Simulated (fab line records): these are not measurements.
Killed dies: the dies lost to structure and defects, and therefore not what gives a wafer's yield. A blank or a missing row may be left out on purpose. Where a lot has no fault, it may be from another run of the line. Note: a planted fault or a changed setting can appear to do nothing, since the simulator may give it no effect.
What tool caused it? | flow gf180mcu | 7 lots, 21 wafers sampled, at 1 step of a route of 602

== WHAT EACH GAUGE READ, for each wafer ==
GF_CONTACT_THK_MEAS_03.
lot  | measured     | on            | CONTACT_CVD_02_THK (nm)
L595 | day 15 07:18 | film metro-03 | 850 851 856
L597 | day 16 23:13 | film metro-03 | 862 867 875
L600 | day 17 07:43 | film metro-01 | 858 867 858
L609 | day 20 18:05 | film metro-04 | 844 852 856
L611 | day 21 07:40 | film metro-01 | 839 839 846
L614 | day 22 12:01 | film metro-01 | 839 860 859
L617 | day 23 08:47 | film metro-03 | 848 847 847

== TOOL THAT RAN EACH LOT (tool first, then ch and the chambers of the sampled wafers, then the start) ==
The record holds no process step before these readings.

== THE ANSWER, worked out from the rows above alone ==
Rule: usual is defined by the lots themselves. The widest of any qualifying gaps counts: lots, ordered by their means at a reading, are off when they make up no more than a third of the lots, leave a main group of 4 or more, and stand apart from it by 3 or more times the standard deviation of that group's means. The tables above print the reading to a certain number of digits; a main group whose means all agree to those digits is not used. A lot without any number at a reading at which 4 lots or more have one is off too. Where the step has rows for the other lots, those lots are counted as sound.
No lot is off at any reading shown: from this, nothing can be told.

== WHAT HAD BEEN PUT IN BY THE SIMULATOR ==
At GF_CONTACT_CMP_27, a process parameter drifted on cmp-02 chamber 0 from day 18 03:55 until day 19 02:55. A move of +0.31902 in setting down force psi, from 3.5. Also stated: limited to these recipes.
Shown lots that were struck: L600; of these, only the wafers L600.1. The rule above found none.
